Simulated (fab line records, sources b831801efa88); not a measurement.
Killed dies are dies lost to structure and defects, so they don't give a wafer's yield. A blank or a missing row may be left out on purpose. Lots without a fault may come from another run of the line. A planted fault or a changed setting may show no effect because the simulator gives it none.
fab line records | flow sky130 | part 2 of 2: steps 31 to 31 of 31
record lots=6 wafers=18 last_day=50
route steps=708 shown LI_CONTACT@375 LOCAL_INTERCONNECT@387 PAD_OPEN@708
lots that met no fault: from a run of the same line without faults
start_h: hours from the record's first day to the start of the lot's first wafer shown | wait_h: hours since the lot's step before | " the same as in the row above | L1.1+2: a row that stands for several wafers | - no value, or no start given | * or withheld: withheld | < > ~ a bound
route shown NAME@n: a module of which the file shows steps, and the number in the route of the first | usual: mean/standard deviation of fault-free wafers | same: alike in all rows | chamber/n: place in a boat | sites: the reading at each site | _std_site: their standard deviation | _edge_site: outer sites' mean less inner sites' | radius_mm: how far each site lies from the wafer's centre | mask NAME#n: copy n | behind: the tool/chamber that last shaped the wafer | hold: why the lot was held/for how many hours/how that ended | device: the transistor (n, p or np) that didn't switch | end of line: the same wafers' tests at the end of the route | a step without rows: its recipe alone | killed: dies lost to structure and defects at the first sort, not the wafer's yield | map: a wafer's dies, x killed, . not, _ none there
set.NAME: the setting as run; set.NAME@STEP: as run at that earlier step | model.NAME: the simulator's own value behind a step, which no gauge read
lots at some steps of the route; a table a step, a row a wafer
services: from which hour (start_h, from the record's first day; less than 0 if before it) a tool's chamber was out of use, for how many hours, and why
## steps
# step SKY_PAD_OPEN_PROBE_99
# usual killed_at_M0_to_M3=44/7.1 killed_at_M4_up=3.0/1.9 killed_at_contacts=25/5.6 killed_at_front_end=14/4.1 killed_at_other=0.2/0.44 killed_dies=86/9.1 killed_open=47/7.4 killed_short=39/5.7
# same gross_dies=492 killed_at_back_side=0
# columns lot.wafer tool chamber start_h wait_h killed_at_M0_to_M3 killed_at_M4_up killed_at_contacts killed_at_front_end killed_at_other killed_dies killed_open killed_short model.etest.res_li.line_ohm_um model.etest.res_li.rs_ohm_sq
L251.4 prober-02 - 1095.72 0.2 36 4 37 23 0 100 55 45 75.1 12.76
L251.5 prober-02 - 1095.77 0.2 39 1 27 12 0 79 48 31 76.06 12.56
L251.6 prober-02 - 1095.82 0.2 45 6 29 15 0 95 59 36 74.64 12.52
L254.3 prober-02 - 1102.09 0.2 41 3 19 14 0 77 37 40 77.52 13.23
L254.4 prober-02 - 1102.14 0.2 40 1 19 11 0 71 45 26 77.11 13.19
L254.5 prober-02 - 1102.19 0.2 40 1 30 11 0 82 43 39 77.16 13.21
L263.1 prober-01 - 1159.60 0.1 53 6 32 10 0 101 59 42 77.69 13.42
L263.2 prober-01 - 1159.65 0.1 50 3 26 9 0 88 62 26 75.44 12.84
L263.6 prober-01 - 1159.85 0.2 61 2 32 13 0 108 62 46 74.78 12.96
L266.1 prober-01 - 1165.92 0.1 51 4 30 17 1 103 58 45 76.81 12.91
L266.3 prober-01 - 1166.02 0.2 61 1 27 18 0 107 59 48 79.67 13.55
L266.6 prober-01 - 1166.17 0.2 43 5 24 13 0 85 40 45 75.65 12.8
L270.1 prober-01 - 1184.05 0.1 48 5 24 12 0 89 46 43 74.37 12.53
L270.4 prober-01 - 1184.20 0.2 47 4 29 14 0 94 63 31 75.65 12.63
L270.5 prober-01 - 1184.25 0.2 39 0 31 9 0 79 47 32 73.84 12.5
L271.2 prober-01 - 1206.11 0.1 53 3 16 17 0 89 42 47 75.49 12.8
L271.3 prober-01 - 1206.16 0.2 42 2 23 13 0 80 45 35 75.26 12.84
L271.5 prober-01 - 1206.26 0.2 41 0 18 13 0 72 39 33 75.49 12.86
# killed by level:class
L251.4 LI_CONTACT:geometric_particle:open=16 VIA1:geometric_particle:open=12 POLY_GATE:geometric_particle:short=9 FIELD_ISO:geometric_particle:open=7 LOCAL_INTERCONNECT:geometric_particle:short=7 CONTACT:geometric_particle:open=7 CONTACT:geometric_particle:short=5 FIELD_ISO:geometric_particle:short=4
L251.5 CONTACT:geometric_particle:open=9 VIA2:geometric_particle:open=8 LI_CONTACT:geometric_particle:open=6 LOCAL_INTERCONNECT:geometric_particle:short=6 VIA3:geometric_particle:open=6 VIA1:geometric_particle:open=5 VIA2:geometric_particle:short=5 CONTACT:geometric_particle:short=4
L251.6 CONTACT:geometric_particle:open=11 VIA1:geometric_particle:open=10 VIA3:geometric_particle:open=9 LI_CONTACT:geometric_particle:open=9 VIA2:geometric_particle:open=8 VIA1:geometric_particle:short=6 METAL4:geometric_particle:short=6 FIELD_ISO:geometric_particle:open=5
L254.3 VIA1:geometric_particle:open=8 LOCAL_INTERCONNECT:geometric_particle:short=6 CONTACT:geometric_particle:open=6 VIA1:geometric_particle:short=6 VIA2:geometric_particle:short=6 POLY_GATE:geometric_particle:open=5 CONTACT:geometric_particle:short=5 METAL2:geometric_particle:short=5
L254.4 VIA1:geometric_particle:open=11 CONTACT:geometric_particle:open=11 METAL1:geometric_particle:short=6 VIA3:geometric_particle:open=6 FIELD_ISO:geometric_particle:open=3 POLY_GATE:geometric_particle:short=3 LOCAL_INTERCONNECT:geometric_particle:short=3 VIA2:geometric_particle:open=3
L254.5 CONTACT:geometric_particle:open=11 VIA3:geometric_particle:short=6 LI_CONTACT:geometric_particle:open=6 VIA3:geometric_particle:open=6 VIA1:geometric_particle:open=6 POLY_GATE:geometric_particle:short=5 LI_CONTACT:geometric_particle:short=4 LOCAL_INTERCONNECT:geometric_particle:short=4
L263.1 VIA1:geometric_particle:open=12 LI_CONTACT:geometric_particle:open=9 VIA3:geometric_particle:open=8 CONTACT:geometric_particle:open=7 VIA1:geometric_particle:short=6 CONTACT:geometric_particle:short=6 VIA2:geometric_particle:open=6 METAL2:geometric_particle:short=5
L263.2 VIA1:geometric_particle:open=15 LI_CONTACT:geometric_particle:open=14 VIA3:geometric_particle:open=10 CONTACT:geometric_particle:open=6 METAL1:geometric_particle:short=6 VIA2:geometric_particle:open=5 LOCAL_INTERCONNECT:geometric_particle:short=4 FIELD_ISO:geometric_particle:short=3
L263.6 CONTACT:geometric_particle:open=16 VIA1:geometric_particle:open=12 LI_CONTACT:geometric_particle:open=11 METAL1:geometric_particle:short=10 VIA1:geometric_particle:short=7 VIA2:geometric_particle:open=6 METAL2:geometric_particle:short=6 METAL3:geometric_particle:short=6
L266.1 CONTACT:geometric_particle:open=14 VIA1:geometric_particle:open=14 METAL2:geometric_particle:short=8 LI_CONTACT:geometric_particle:open=7 VIA3:geometric_particle:open=7 METAL1:geometric_particle:short=6 VIA1:geometric_particle:short=6 POLY_GATE:geometric_particle:open=5
L266.3 VIA2:geometric_particle:open=10 METAL2:geometric_particle:short=10 VIA1:geometric_particle:open=9 CONTACT:geometric_particle:open=8 VIA3:geometric_particle:open=8 LI_CONTACT:geometric_particle:open=7 METAL1:geometric_particle:short=6 FIELD_ISO:geometric_particle:open=5
L266.6 LI_CONTACT:geometric_particle:open=11 METAL3:geometric_particle:short=7 METAL2:geometric_particle:short=6 VIA3:geometric_particle:open=6 CONTACT:geometric_particle:open=4 LI_CONTACT:geometric_particle:short=4 METAL1:geometric_particle:short=4 METAL1:geometric_particle:open=4
L270.1 VIA1:geometric_particle:open=10 CONTACT:geometric_particle:open=9 CONTACT:geometric_particle:short=7 VIA1:geometric_particle:short=7 VIA2:geometric_particle:open=7 METAL1:geometric_particle:short=6 VIA3:geometric_particle:open=6 FIELD_ISO:geometric_particle:open=5
L270.4 VIA1:geometric_particle:open=13 CONTACT:geometric_particle:open=12 LI_CONTACT:geometric_particle:open=9 VIA2:geometric_particle:open=7 POLY_GATE:geometric_particle:open=5 VIA3:geometric_particle:open=5 VIA1:geometric_particle:short=5 METAL2:geometric_particle:short=5
L270.5 VIA1:geometric_particle:open=11 CONTACT:geometric_particle:open=10 CONTACT:geometric_particle:short=9 LI_CONTACT:geometric_particle:open=7 VIA3:geometric_particle:open=6 VIA2:geometric_particle:open=5 FIELD_ISO:geometric_particle:short=4 VIA1:geometric_particle:short=4
L271.2 METAL2:geometric_particle:short=12 METAL1:geometric_particle:short=11 VIA1:geometric_particle:open=9 VIA3:geometric_particle:open=8 POLY_GATE:geometric_particle:short=5 CONTACT:geometric_particle:short=5 VIA2:geometric_particle:open=5 FIELD_ISO:geometric_particle:open=4
L271.3 CONTACT:geometric_particle:open=10 VIA1:geometric_particle:open=8 CONTACT:geometric_particle:short=7 VIA1:geometric_particle:short=7 LI_CONTACT:geometric_particle:open=6 METAL2:geometric_particle:short=4 VIA2:geometric_particle:open=4 VIA3:geometric_particle:open=4
L271.5 CONTACT:geometric_particle:open=8 VIA1:geometric_particle:open=6 VIA3:geometric_particle:open=6 METAL1:geometric_particle:short=5 VIA1:geometric_particle:short=5 METAL2:geometric_particle:short=5 VIA2:geometric_particle:open=5 FIELD_ISO:geometric_particle:open=4
## services
# columns tool chamber start_h hours kind
plasma_asher-02 - 686.95 14.6 pm
rie_diel-01 3 695.37 4.6 repair
cvd_w-01 - 702.36 0.7 repair
cvd_w-02 - 702.91 0.8 repair
cvd_w-01 - 704.64 2.8 pm
plasma_asher-04 - 708.24 2.8 pm
plasma_asher-02 - 710.38 5.9 repair
rie_diel-04 0 710.63 5.5 repair
plasma_asher-01 - 714.56 1.7 repair
rie_metal-01 - 720.35 1.2 repair
cvd_w-01 1 731.79 11.5 repair
plasma_asher-03 - 733.84 9.0 pm
rie_metal-01 - 734.26 2.8 pm
rie_metal-03 - 737.00 0.7 repair
cvd_w-01 1 744.96 3.1 repair
plasma_asher-01 - 759.35 1.2 repair
rie_metal-01 - 774.40 1.4 pm
pvd_sputter-01 - 782.32 7.8 repair
plasma_asher-01 - 792.45 2.2 repair
plasma_asher-01 - 806.03 1.4 repair
rie_metal-03 - 812.70 2.8 pm
rie_diel-03 2 844.74 7.2 repair
cvd_w-02 - 862.06 4.0 repair
rie_metal-02 - 879.81 4.3 pm
## key
first_sign step=SKY_LOCAL_INTERCONNECT_SPUTTER_00 reading=cathode_dc_power_W direction=down sigmas=99+ usual=6499.9 struck=6156.1
effect step=SKY_LOCAL_INTERCONNECT_RS_MEAS_01 reading=LOCAL_INTERCONNECT_TIN_RS direction=up sigmas=4.2 usual=14.10 struck=14.87
effect step=SKY_LOCAL_INTERCONNECT_THK_MEAS_02 reading=LOCAL_INTERCONNECT_TIN_THK direction=down sigmas=3.4 usual=100.9 struck=95.8
effect step=SKY_LOCAL_INTERCONNECT_METAL_ETCH_14 reading=oes_product_au direction=down sigmas=3.1 usual=0.942 struck=0.916
model_effect step=SKY_LOCAL_INTERCONNECT_SPUTTER_00 value=TiN_of_LOCAL_INTERCONNECT_SPUTTER_00.thk_nm without=100.5 struck=95.24
model_effect step=SKY_LOCAL_INTERCONNECT_STRIP_16 value=TiN_of_LOCAL_INTERCONNECT_SPUTTER_00.thk_nm without=100.1 struck=94.82
model_effect step=SKY_PAD_OPEN_PROBE_99 value=etest.res_li.line_ohm_um without=74.52 struck=78.68
met_at SKY_LOCAL_INTERCONNECT_SPUTTER_00
struck_wafers L263.1,L266.3
tester_left_out L263,L266
fault kind=process_parameter_drift tool=pvd_sputter-02 chamber=- onset_h=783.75 steps=SKY_LOCAL_INTERCONNECT_SPUTTER_00 channel=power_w offset=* shape=step end_h=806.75 acts_in=* stated=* scope=struck_wafers_only
# tester_left_out: of these lots the tester's yield and bins aren't shown, on N5 and GAA mostly nor the transistor test; their killed dies are dies lost to structure and defects alone, not to doping, threshold or leakage, so they don't give the yield
